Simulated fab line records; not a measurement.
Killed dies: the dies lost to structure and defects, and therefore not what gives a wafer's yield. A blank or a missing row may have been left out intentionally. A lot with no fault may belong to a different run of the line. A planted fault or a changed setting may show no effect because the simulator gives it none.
The tool behind it: which one? | flow gf180mcu | Sampling: 13 lots, 39 wafers, 5 of 602 route steps

== WHAT EACH GAUGE READ, for each wafer ==
GF_VT_IMPLANT_RS_MEAS_48: measures by four-point-probe.
lot  | measured     | on           | LVPWELL_RS (ohm/sq)
L411 | day 9 08:20  | filmMetro-02 | 1194 1190 1196
L412 | day 9 16:19  | filmMetro-04 | 1190 1190 1189
L413 | day 9 20:41  | filmMetro-02 | 1192 1195 1192
L414 | day 10 07:29 | filmMetro-04 | 1195 1189 1193
L415 | day 10 11:52 | filmMetro-02 | 1194 1195 1196
L416 | day 10 19:40 | filmMetro-04 | 1191 1193 1192
L419 | day 11 14:02 | filmMetro-01 | 1229 1231 1229
L420 | day 11 20:33 | filmMetro-01 | 1194 1196 1195
L421 | day 12 03:05 | filmMetro-04 | 1223 1221 1224
L422 | day 12 08:53 | filmMetro-02 | 1230 1229 1227
L426 | day 13 15:07 | filmMetro-02 | 1196 1192 1193
L427 | day 13 22:13 | filmMetro-02 | 1192 1190 1195
L428 | day 14 02:22 | filmMetro-01 | 1194 1195 1197

GF_V1_THK_MEAS_25: measures by xrf.
lot  | measured     | on           | V1_W_THK (nm)
L411 | day 20 20:16 | filmMetro-03 | 334 337 335
L412 | day 21 03:49 | filmMetro-03 | 331 333 332
L413 | day 21 07:10 | filmMetro-04 | 320 322 322
L414 | day 21 20:26 | filmMetro-04 | 329 333 329
L415 | day 22 06:35 | filmMetro-03 | 333 333 335
L416 | day 22 15:50 | filmMetro-04 | 336 335 339
L419 | day 23 12:16 | filmMetro-01 | 331 332 334
L420 | day 23 23:38 | filmMetro-01 | 335 332 337
L421 | day 24 02:26 | filmMetro-01 | 331 334 330
L422 | day 24 09:54 | filmMetro-01 | 331 332 332
L426 | day 25 16:42 | filmMetro-01 | 335 336 338
L427 | day 25 22:10 | filmMetro-04 | 333 331 330
L428 | day 26 05:14 | filmMetro-03 | 334 338 334

GF_M2_RS_MEAS_05: measures by four-point-probe.
lot  | measured     | on           | M2_ALCU_RS (ohm/sq)
L411 | day 20 20:52 | filmMetro-03 | 0.0696 0.0703 0.0694
L412 | day 21 04:24 | filmMetro-03 | 0.0685 0.0687 0.0685
L413 | day 21 07:46 | filmMetro-04 | 0.0704 0.0707 0.0698
L414 | day 21 21:01 | filmMetro-02 | 0.0701 0.0698 0.0704
L415 | day 22 07:11 | filmMetro-03 | 0.0684 0.0690 0.0700
L416 | day 22 16:25 | filmMetro-04 | 0.0697 0.0695 0.0693
L419 | day 23 12:51 | filmMetro-03 | 0.0708 0.0696 0.0695
L420 | day 24 00:13 | filmMetro-02 | 0.0707 0.0704 0.0702
L421 | day 24 03:02 | filmMetro-03 | 0.0715 0.0712 0.0705
L422 | day 24 10:29 | filmMetro-02 | 0.0720 0.0703 0.0711
L426 | day 25 17:18 | filmMetro-04 | 0.0689 0.0704 0.0700
L427 | day 25 22:44 | filmMetro-03 | 0.0698 0.0704 0.0699
L428 | day 26 05:49 | filmMetro-03 | 0.0685 0.0685 0.0693

== EACH LOT AND THE TOOL THAT RAN IT (in order: tool; ch and the chambers of the sampled wafers; start) ==
lot  | GF_LVPWELL_IMPLANT_09          | GF_M2_SPUTTER_04
L411 | implanter-02 ch 0, day 5 07:17 | pvdSputter-01, day 20 20:47
L412 | implanter-01 ch 0, day 5 13:38 | pvdSputter-04, day 21 04:22
L413 | implanter-01 ch 0, day 5 18:04 | pvdSputter-01, day 21 07:41
L414 | implanter-01 ch 0, day 6 01:59 | pvdSputter-01, day 21 20:58
L415 | implanter-01 ch 0, day 6 05:32 | pvdSputter-03, day 22 07:06
L416 | implanter-04 ch 0, day 6 12:44 | pvdSputter-01, day 22 16:23
L419 | implanter-01 ch 0, day 7 04:20 | pvdSputter-01, day 23 12:49
L420 | implanter-04 ch 0, day 7 09:41 | pvdSputter-03, day 24 00:10
L421 | implanter-01 ch 0, day 7 16:32 | pvdSputter-01, day 24 02:58
L422 | implanter-01 ch 0, day 7 20:47 | pvdSputter-01, day 24 10:26
L426 | implanter-04 ch 0, day 8 20:13 | pvdSputter-03, day 25 17:13
L427 | implanter-02 ch 0, day 9 02:25 | pvdSputter-03, day 25 22:42
L428 | implanter-04 ch 0, day 9 07:17 | pvdSputter-04, day 26 05:46
- GF_LVPWELL_IMPLANT_09
- GF_M2_SPUTTER_04: material TiN, target thk 50 nm, time 41.7 s.

== AS READ BY THE TOOLS THEMSELVES (means over the sampled wafers that have a number; for cases with no such wafer, the mark the record gives instead) ==
GF_LVPWELL_IMPLANT_09.
lot  | tool         | doseIonsCm2 | faradayCurrentUA
L411 | implanter-02 | 4.999e+12   | 28.0
L412 | implanter-01 | 5.000e+12   | 27.9
L413 | implanter-01 | 4.998e+12   | 27.9
L414 | implanter-01 | 4.998e+12   | 28.7
L415 | implanter-01 | 5.007e+12   | 28.0
L416 | implanter-04 | 5.001e+12   | 28.2
L419 | implanter-01 | 4.247e+12   | 24.3
L420 | implanter-04 | 4.994e+12   | 28.9
L421 | implanter-01 | 4.242e+12   | 23.9
L422 | implanter-01 | 4.238e+12   | 24.2
L426 | implanter-04 | 5.001e+12   | 27.7
L427 | implanter-02 | 5.002e+12   | 27.8
L428 | implanter-04 | 4.999e+12   | 28.2

GF_M2_SPUTTER_04.
lot  | tool          | throttleValvePct (%)
L411 | pvdSputter-01 | 28.4
L412 | pvdSputter-04 | 29.1
L413 | pvdSputter-01 | 29.7
L414 | pvdSputter-01 | 28.9
L415 | pvdSputter-03 | 30.2
L416 | pvdSputter-01 | 29.1
L419 | pvdSputter-01 | 29.6
L420 | pvdSputter-03 | 30.0
L421 | pvdSputter-01 | 29.9
L422 | pvdSputter-01 | 30.0
L426 | pvdSputter-03 | 30.8
L427 | pvdSputter-03 | 30.5
L428 | pvdSputter-04 | 29.9

== THE ANSWER, worked out from the rows above alone ==
Rule: the lots themselves supply what counts as usual. The widest of any qualifying gaps counts: lots, ordered by their means at a reading, are off when they make up no more than a third of the lots, leave a main group of 4 or more, and stand apart from it by 3 or more times the standard deviation of that group's means. A main group whose means are all the same, to the digits that the tables above print for the reading, isn't used. Also off: a lot with no number at a reading for which 4 or more lots have one. The other lots that the step has rows for count as sound. First the gauges in route order, then the tools' own readings, where a lot's mean is used as printed above. The first step at which some lot is off is used, and at that step the reading that is off furthest; a lot without a number counts as furthest.
Off: L419, L421, L422, at GF_VT_IMPLANT_RS_MEAS_48 (LVPWELL_RS). The main group has a mean of 1193 ohm/sq with a standard deviation of 1.6.
If a tool, at a process step before that reading, ran all the lots that are off and no sound lot after the first of them, it fits. The gauges at GF_VT_IMPLANT_RS_MEAS_48 aren't tried: what is off there is off at GF_LVPWELL_IMPLANT_09 too, on other tools, and a gauge's error can't cause that. One candidate fits, namely implanter-01 at GF_LVPWELL_IMPLANT_09. A fault onset in the window from L415 (day 6 05:32, its last sound lot) to L419 (day 7 04:20, its first lot off) fits.
The tool's own readings at GF_LVPWELL_IMPLANT_09 bear it out: on the lots that are off they differ by more than 5 times the standard deviation of the sound lots' means. doseIonsCm2 reads 4.242e+12 there against 5.000e+12 on the sound lots; faradayCurrentUA reads 24.1 there against 28.1 on the sound lots.

== WHAT THE SIMULATOR PUT IN ==
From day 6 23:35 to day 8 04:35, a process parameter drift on implanter-01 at GF_LVPWELL_IMPLANT_09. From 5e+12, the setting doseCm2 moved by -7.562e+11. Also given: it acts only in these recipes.
Lots struck among those shown: L419, L421, L422. The same result came from the rule above.
